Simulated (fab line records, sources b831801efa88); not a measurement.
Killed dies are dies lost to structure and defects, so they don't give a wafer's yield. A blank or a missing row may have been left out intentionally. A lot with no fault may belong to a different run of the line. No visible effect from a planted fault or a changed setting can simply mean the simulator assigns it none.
Which tool is to blame? | flow sky130 | 6 lots with 18 wafers sampled at 2 steps, on a route of 708 steps

WHAT THE GAUGES SHOWED, per wafer
SKY_SPACER_THK_MEAS_01.
lot  | measured     | on            | SPACER_CVD_00_THK (nm)
L204 | day 23 10:57 | film_metro-01 | 43.2 43.0 43.4
L206 | day 23 23:00 | film_metro-02 | 42.8 42.2 42.6
L212 | day 26 03:53 | film_metro-03 | 43.3 43.2 43.0
L215 | day 27 08:02 | film_metro-01 | 34.5 34.0 34.2
L217 | day 27 23:39 | film_metro-02 | 33.1 32.9 33.2
L226 | day 30 18:20 | film_metro-01 | 43.6 43.6 43.1

WHAT TOOL EACH LOT RAN ON (gives the tool, then ch and the chambers of the sampled wafers, and finally the start)
lot  | SKY_SPACER_CVD_00
L204 | lpcvd-02 ch 0, day 23 09:44
L206 | lpcvd-02 ch 1, day 23 21:47
L212 | lpcvd-02 ch 1, day 26 02:41
L215 | lpcvd-02 ch 1, day 27 06:14
L217 | lpcvd-02 ch 1, day 27 22:26
L226 | lpcvd-02 ch 0, day 30 17:08
- SKY_SPACER_CVD_00: deposits Si3N4 from DCS/NH3, target thk 43.1 nm, time 740 s.

THE ANSWER, worked out from the rows above alone
Rule: what is usual is taken from the lots themselves. Put in order of their means at a reading, lots are off if they are a third of the lots or fewer, leave a main group of 4 or more, and stand apart from it by a gap of 3 or more times the standard deviation of the main group's means; of several such gaps the widest counts. Not used: any main group whose means are identical at the precision the tables above print for the reading. Also off: a lot with no number at a reading for which 4 or more lots have one. Any other lot the step has rows for is counted as sound.
Off: L215, L217, at SKY_SPACER_THK_MEAS_01 (SPACER_CVD_00_THK). Main group: mean 43.1 nm, sd 0.33.
A tool fits if, at a process step before that reading, it ran every lot that is off, and no sound lot after the first of them. Gauges at SKY_SPACER_THK_MEAS_01: tried the same way as those tools. Not one of the candidates tried fits.

WHAT WAS PUT IN BY THE SIMULATOR
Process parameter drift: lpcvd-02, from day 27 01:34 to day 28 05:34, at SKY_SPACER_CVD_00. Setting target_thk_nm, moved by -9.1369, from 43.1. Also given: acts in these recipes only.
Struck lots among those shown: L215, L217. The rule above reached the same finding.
